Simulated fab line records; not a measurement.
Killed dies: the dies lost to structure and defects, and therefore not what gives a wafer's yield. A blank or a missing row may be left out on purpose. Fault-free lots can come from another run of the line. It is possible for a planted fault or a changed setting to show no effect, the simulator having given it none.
Chamber matching + flow gf180mcu + GF_V2_CMP_26 on cmp-02 has 4 sister chambers
The step polishes, stops on SiO2, t overpolish 15 s, target thk 0 nm. 16 wafers are shown with their chamber, then 8 later ones without.

## WAFERS PAIRED WITH THEIR CHAMBERS
| wafer  | chamber | motor_current_A (A) | time_to_endpoint_s (s) | slurry_filter_dp_kPa (kPa) |
|--------|---------|---------------------|------------------------|----------------------------|
| L079.2 | 2       | 9.9                 | 79                     | 13.44                      |
| L079.4 | 0       | 11.4                | 83                     | 13.50                      |
| L079.6 | 1       | 10.2                | 79                     | 13.48                      |
| L081.1 | 0       | 12.1                | 89                     | 13.55                      |
| L081.3 | 1       | 10.0                | 85                     | 13.79                      |
| L081.4 | 3       | 11.2                | 78                     | 13.27                      |
| L083.2 | 0       | 11.1                | 90                     | 13.56                      |
| L083.3 | 1       | 9.8                 | 84                     | 13.70                      |
| L083.5 | 2       | 10.0                | 83                     | 13.58                      |
| L087.1 | 1       | 10.1                | 86                     | 13.49                      |
| L087.3 | 2       | 10.4                | 85                     | 13.53                      |
| L087.5 | 0       | 11.8                | 85                     | 13.47                      |
| L088.1 | 3       | 11.0                | 79                     | 13.54                      |
| L088.3 | 0       | 12.0                | 90                     | 13.47                      |
| L088.4 | 2       | 9.8                 | 86                     | 13.70                      |
| L091.3 | 3       | 11.0                | 77                     | 13.53                      |

SIGNATURES (means of the wafers above)
| reading              | chamber 0 | chamber 1 | chamber 2 | chamber 3 | scatter within a chamber |
|----------------------|-----------|-----------|-----------|-----------|--------------------------|
| motor_current_A      | 11.680    | 10.025    | 10.025    | 11.067    | 0.293                    |
| time_to_endpoint_s   | 87.40     | 83.50     | 83.25     | 78.00     | 2.9                      |
| slurry_filter_dp_kPa | 13.5100   | 13.6150   | 13.5625   | 13.4467   | 0.116                    |
Rule: for a wafer and a chamber, the distance is found by dividing, reading by reading, the gap between the wafer's reading and the chamber's mean by the reading's scatter, squaring, summing and taking the root. The wafer belongs to the nearest chamber; if the next one is less than 2 further off, it can't be placed. The scatter: the root of (the sum of the squares of (reading less its chamber's mean) over the shown wafers, divided by (wafers less chambers)).

## WAFERS WITHOUT THEIR CHAMBER
| wafer  | motor_current_A (A) | time_to_endpoint_s (s) | slurry_filter_dp_kPa (kPa) |
|--------|---------------------|------------------------|----------------------------|
| L091.4 | 11.1                | 80                     | 13.24                      |
| L091.6 | 10.2                | 83                     | 13.47                      |
| L095.2 | 9.3                 | 86                     | 13.64                      |
| L095.4 | 11.0                | 87                     | 13.51                      |
| L095.6 | 11.6                | 87                     | 13.77                      |
| L097.1 | 10.2                | 84                     | 13.71                      |
| L097.3 | 10.0                | 86                     | 13.29                      |
| L097.6 | 10.5                | 86                     | 13.50                      |

## CHAMBER TAKEN BY EACH
| wafer  | from the rows above               | in truth                   |
|--------|-----------------------------------|----------------------------|
| L091.4 | 3                                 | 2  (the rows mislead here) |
| L091.6 | can't be placed: 2 or 1           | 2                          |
| L095.2 | can't be placed: 1 or 2           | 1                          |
| L095.4 | can't be placed: 0 or 3 or 2 or 1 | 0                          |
| L095.6 | 0                                 | 0                          |
| L097.1 | can't be placed: 1 or 2           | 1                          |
| L097.3 | can't be placed: 2 or 1           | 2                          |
| L097.6 | can't be placed: 2 or 1 or 3      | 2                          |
Correct placement for 1 of the 8. From these rows, 6 cannot be placed; in 6 the true chamber is one of the candidates. 1 placed wrongly.
